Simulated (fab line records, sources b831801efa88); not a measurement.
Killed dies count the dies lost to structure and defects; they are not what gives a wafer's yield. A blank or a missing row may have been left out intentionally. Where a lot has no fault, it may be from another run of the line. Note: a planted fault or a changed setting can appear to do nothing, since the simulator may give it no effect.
The same fault as seen by 2 desks ; flow sky130 ; each desk holds nothing but its own numbers, with what lay behind them at the end

== THE TOOL OWNER'S DESK: hdpcvd-02 ==
The tool's own readings at SKY_VIA1_HDPCVD_00 (deposits SiO2, target thk 1030 nm, time 171.7 s): means of the sampled wafers that have a number, for each lot that ran on this tool. If a lot's mean is further than 4 standard deviations from the usual mean, the lot is out of limits and carries the mark OUT (the distance appears in the brackets).
Columns: A = pressure mtorr at SKY_VIA1_HDPCVD_00, usual 5.999 mTorr; B = run length s at SKY_VIA1_HDPCVD_00, usual 199.4 s; C = sih4 flow sccm at SKY_VIA1_HDPCVD_00, usual 60.01 sccm
lot;first seen here;A;B;C
L338;day 33 16:01;6.000;199.1;59.93
L339;day 33 21:39;5.987;199.4;59.97
L343;day 35 10:18;5.995;199.1;60.20
L345;day 35 20:10;6.000;199.8;59.93
L344;day 36 01:27;6.013;199.0;60.04
L347;day 36 03:52;5.996;199.4;60.15
L348;day 36 16:40;5.994;199.0;60.09
L356;day 39 04:17;6.011;192.9 (-17) OUT;60.03
L357;day 39 08:50;5.993;192.8 (-17) OUT;59.95
This desk's finding: out of limits on L356, L357; first on L356, day 39 04:17 (run length s at SKY_VIA1_HDPCVD_00). L338, L339, L343, L345, L344, L347, L348: within limits.

== METROLOGY DESK ==
What the gauges read, lot by lot, whatever tool the lot ran on: means of the sampled wafers that have a number. If a lot's mean is further than 4 standard deviations from the usual mean, the lot is out of limits and carries the mark OUT (the distance appears in the brackets).
Columns: A = GATE_OXIDE_OVL at SKY_GATE_OXIDE_OVL_MEAS_10, usual 0.0 nm; B = cd nm at SKY_CONTACT_CD_MEAS_14, usual 169.9 nm; C = VIA1_HDPCVD_THK at SKY_VIA1_THK_MEAS_01, usual 1026 nm
lot;first seen here;A;B;C
L338;day 14 13:28;-0.9;169.2;1033
L339;day 14 20:13;1.2;171.2;1017
L340;day 15 04:43;0.5;172.7;1028
L343;day 16 11:43;1.8;170.3;1020
L345;day 16 23:25;0.4;168.2;1024
L344;day 17 00:43;-1.3;169.9;1025
L347;day 17 08:04;0.0;168.8;1023
L348;day 17 19:28;0.4;169.7;1037
L349;day 18 07:16;-0.1;169.0;1019
L350;day 18 16:58;-0.3;168.8;1018
L356;day 20 19:40;-2.1;167.4;986
L357;day 21 06:18;-0.8;170.2;986
This desk's verdict: no lot among the 12 shows anything out of limits.

== PUT TOGETHER ==
An alarm could have come from the tool owner's desk at day 39 04:17, on L356, L357.
From the metrology desk's view, nothing was out of limits.
The metrology desk has L356, L357 on record, within its limits.
Every lot named ran SKY_VIA1_HDPCVD_00 on hdpcvd-02.

== WHAT WAS PUT IN BY THE SIMULATOR ==
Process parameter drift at SKY_VIA1_HDPCVD_00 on hdpcvd-02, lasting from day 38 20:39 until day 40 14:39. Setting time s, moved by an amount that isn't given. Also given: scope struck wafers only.
Shown lots that were struck: L356, L357.
Each desk's first reading out of limits, in hours after the fault started: the tool owner's desk, 8.
